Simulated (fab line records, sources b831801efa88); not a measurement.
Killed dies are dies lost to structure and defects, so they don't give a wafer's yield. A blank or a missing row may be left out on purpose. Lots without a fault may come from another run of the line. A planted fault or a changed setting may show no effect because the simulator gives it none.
A struck lot beside a sound one | flow sky130 | 17 steps out of a route of 708
Sound: wafers L487.3, L487.4, L487.5. Struck: wafer L505.1. (L505.3 of the same lot was not struck and is left out.) The cause comes at the end.
At each step with rows: each side's tool, then ch and its chambers, then its first start. Under that, the readings that differ: sound wafers | struck wafers | difference of the means | sigmas: that difference in standard deviations of wafers without a fault.
alike: readings whose means differ by less than 2 such deviations, and words and numbers that are the same on both sides. not compared: withheld readings, readings that some wafer has no value for, bounds like >300 that may hide the same value, and numbers for which the record gives no deviation and whose values overlap.
The two part at a step that has a row with sigmas, a row that says differs or no value, or rows on one side only. Numbers that don't overlap but have no deviation are shown without sigmas and don't part them. A reading that every wafer of one side lacks parts them only if that side has two wafers or more.

first, 2 steps without rows for these wafers: SKY_CONTACT_PEB_12; SKY_CONTACT_DEVELOP_13 (develop time 60 s).
SKY_CONTACT_CD_MEAS_14: target cd 170 nm.
  sound on cd_sem-02, day 31 10:49; struck on cd_sem-02, day 37 12:36
  alike: cd_nm
SKY_CONTACT_OVL_MEAS_15:
  sound on overlay-02, day 31 10:55; struck on overlay-02, day 37 12:43
  alike: CONTACT_OVL
SKY_CONTACT_ETCH_16: etches BARC in N2/H2, stops on SiO2, time 45.9 s, target depth 60 nm.
  sound on rie_diel-03 ch 0,1, day 31 10:56; struck on rie_diel-03 ch 2, day 37 12:46
  reading                | sound                | struck | difference | sigmas
  rf_fwd_power_W (W)     | 494.4 495.4 493.1    | 499.5  | +5.2       | +2
  throttle_valve_pct (%) | 13.235 13.225 13.217 | 13.208 | -0.018     | -2
  alike: bias_w, drypump_motor_current_A, h2_flow_sccm, oes_product_au
  not compared: rf_hours_counter_h
then, 1 step without rows for these wafers: SKY_CONTACT_ETCH_17 (etches SiO2 in C4F8/O2/Ar, stops on Si3N4, target depth 340 nm).
SKY_CONTACT_ETCH_18: etches Si3N4 in CHF3/O2, stops on TiN, time 39 s, target depth 75 nm.
  sound on rie_diel-03 ch 0,1; struck on rie_diel-03 ch 2
  alike: bias_w, drypump_motor_current_A, oes_product_au, rf_fwd_power_W, throttle_valve_pct
  not compared: rf_hours_counter_h
SKY_CONTACT_STRIP_19: strips in O2/N2.
  sound on plasma_asher-02 ch 0,1, day 31 11:06; struck on plasma_asher-02 ch 1, day 37 12:53
  reading                | sound | struck | difference                   | sigmas
  rf_hours_counter_h (h) | - - - | 100    | no value on the sound wafers |
  alike: drypump_motor_current_A, oes_product_au, strip_time_to_endpoint_s
then, 3 steps without rows for these wafers: SKY_CONTACT_STRIP_20 (strips in post etch residue remover, time 1200 s); SKY_CONTACT_CLEAN_21 (cleans in IPA, time 180 s); SKY_CONTACT_CLEAN_22 (cleans in O3/DIW).
SKY_CONTACT_SPUTTER_23: material TiN, target thk 20 nm, time 80 s.
  sound on pvd_sputter-01, day 31 11:46; struck on pvd_sputter-01, day 37 13:50
  reading                | sound          | struck | difference | sigmas
  throttle_valve_pct (%) | 28.7 28.6 29.2 | 32.2   | +3.4       | +2
SKY_CONTACT_CVD_24: deposits W, target thk 340 nm, time 102.12 s.
  sound on cvd_w-02 ch 0,1, day 31 11:52; struck on cvd_w-01 ch 1, day 37 13:53
  reading                               | sound             | struck | difference | sigmas
  model.W_of_CONTACT_CVD_24.thk_nm (nm) | 341.8 336.4 341.1 | 358.3  | +18.5      |
  alike: heater_power_w
SKY_CONTACT_RS_MEAS_25: measures by four-point-probe.
  sound on film_metro-03, day 31 11:58; struck on film_metro-02, day 37 14:07
  reading               | sound             | struck | difference | sigmas
  CONTACT_W_RS (ohm/sq) | 0.336 0.341 0.337 | 0.320  | -0.018     | -4
SKY_CONTACT_THK_MEAS_26: measures by xrf.
  sound on film_metro-03, day 31 12:04; struck on film_metro-02, day 37 14:14
  reading            | sound       | struck | difference | sigmas
  CONTACT_W_THK (nm) | 328 322 327 | 336    | +10        | +2
SKY_CONTACT_CMP_27: polishes, stops on SiO2, t overpolish 15 s, target thk 0 nm.
  sound on cmp-01 ch 1,3, day 31 12:07; struck on cmp-01 ch 1, day 37 14:20
  alike: edge_zone_pressure_frac, motor_current_A, slurry_filter_dp_kPa
then, 1 step without rows for these wafers: SKY_PAD_OPEN_PROBE_99.

WHERE THEY PART
First at SKY_CONTACT_ETCH_16; last, within this record, at SKY_CONTACT_THK_MEAS_26. Later steps at which nothing parts them and some readings are alike: SKY_CONTACT_CMP_27.

WHY: what the simulator had put in
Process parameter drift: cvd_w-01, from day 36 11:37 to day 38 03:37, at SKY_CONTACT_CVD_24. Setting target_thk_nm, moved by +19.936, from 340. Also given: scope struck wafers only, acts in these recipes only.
